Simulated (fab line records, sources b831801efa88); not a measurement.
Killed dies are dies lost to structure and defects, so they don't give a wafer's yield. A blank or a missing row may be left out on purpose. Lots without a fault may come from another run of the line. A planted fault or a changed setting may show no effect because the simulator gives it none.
One fault seen from 2 desks | flow sky130 | each desk has only its own numbers; what lay behind them comes last

THE TOOL OWNER'S DESK: furnace-02
The tool's own readings at SKY_GATE_OXIDE_OXIDATION_16 (stabilise 600 s, purge 300 s, target thk 3.57 nm): means of the sampled wafers that have a number, for each lot that ran on this tool. A lot is out of limits, marked OUT, if its mean lies more than 4 standard deviations from the usual mean; the brackets give that distance. Of its 8 readings 7 are shown: the one that was out of limits first, and those that lie furthest out on some lot.
Columns: A = spike_tc_bottom_C at SKY_GATE_OXIDE_OXIDATION_16, usual 820.3 C; B = spike_tc_centre_C at SKY_GATE_OXIDE_OXIDATION_16, usual 800.2 C; C = spike_tc_lower_C at SKY_GATE_OXIDE_OXIDATION_16, usual 801.9 C; D = spike_tc_top_C at SKY_GATE_OXIDE_OXIDATION_16, usual 812.9 C; E = spike_tc_upper_C at SKY_GATE_OXIDE_OXIDATION_16, usual 799.8 C; F = tube_center_temp_C at SKY_GATE_OXIDE_OXIDATION_16, usual 800.01 C; G = tube_center_temp_C_max at SKY_GATE_OXIDE_OXIDATION_16, usual 802.08
lot  | first seen here | A                | B                | C                | D                | E                | F                        | G
L877 | day 17 14:03    | 820.9            | 800.9            | 798.6            | 811.6            | 799.6            | 800.05                   | 802.18
L882 | day 19 12:13    | 811.4 (-9.6) OUT | 791.2 (-9.0) OUT | 789.7 (-6.4) OUT | 802.3 (-11) OUT  | 791.5 (-6.9) OUT | 789.76 (-99 or more) OUT | 792.16 (-33) OUT
L883 | day 19 15:00    | 810.4 (-11) OUT  | 790.2 (-10) OUT  | 789.7 (-6.4) OUT | 803.0 (-9.9) OUT | 790.0 (-8.2) OUT | 789.76 (-99 or more) OUT | 791.65 (-35) OUT
L884 | day 19 19:17    | 810.0 (-11) OUT  | 790.1 (-10) OUT  | 789.6 (-6.5) OUT | 802.5 (-10) OUT  | 790.9 (-7.4) OUT | 789.92 (-99 or more) OUT | 792.03 (-34) OUT
This desk's finding: out of limits on L882, L883, L884; first on L882, day 19 12:13 (spike_tc_bottom_C at SKY_GATE_OXIDE_OXIDATION_16). In limits: L877.

THE METROLOGY DESK
What the gauges read, lot by lot, whatever tool the lot ran on: means of the sampled wafers that have a number. A lot is out of limits, marked OUT, if its mean lies more than 4 standard deviations from the usual mean; the brackets give that distance.
Columns: A = GATE_OXIDE_OVL at SKY_GATE_OXIDE_OVL_MEAS_10, usual 0.6 nm; B = GATE_OXIDE_TW at SKY_GATE_OXIDE_TW_MEAS_14, usual 223.8
lot  | first seen here | A    | B
L868 | day 14 05:23    | 0.1  | 222.8
L876 | day 16 17:39    | 0.7  | 224.7
L877 | day 17 11:00    | 0.0  | 224.5
L882 | day 19 10:14    | -0.7 | 225.4
L883 | day 19 12:50    | 1.5  | 223.6
L884 | day 19 18:41    | 0.3  | 223.9
L885 | day 19 22:57    | 2.7  | 222.8
This desk's finding: nothing out of limits on any of the 7 lots.

PUT TOGETHER
The tool owner's desk could have raised an alarm at day 19 12:13, on L882, L883, L884.
The metrology desk saw nothing out of limits.
The metrology desk has L882, L883, L884 on record, within its limits.
Of the lots named, all ran SKY_GATE_OXIDE_OXIDATION_16 on furnace-02.

WHAT THE SIMULATOR HAD PUT IN
Process parameter drift: furnace-02, from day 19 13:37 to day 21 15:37, at SKY_GATE_OXIDE_OXIDATION_16. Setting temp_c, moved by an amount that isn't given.
Lots struck among those shown: L882, L883, L884.
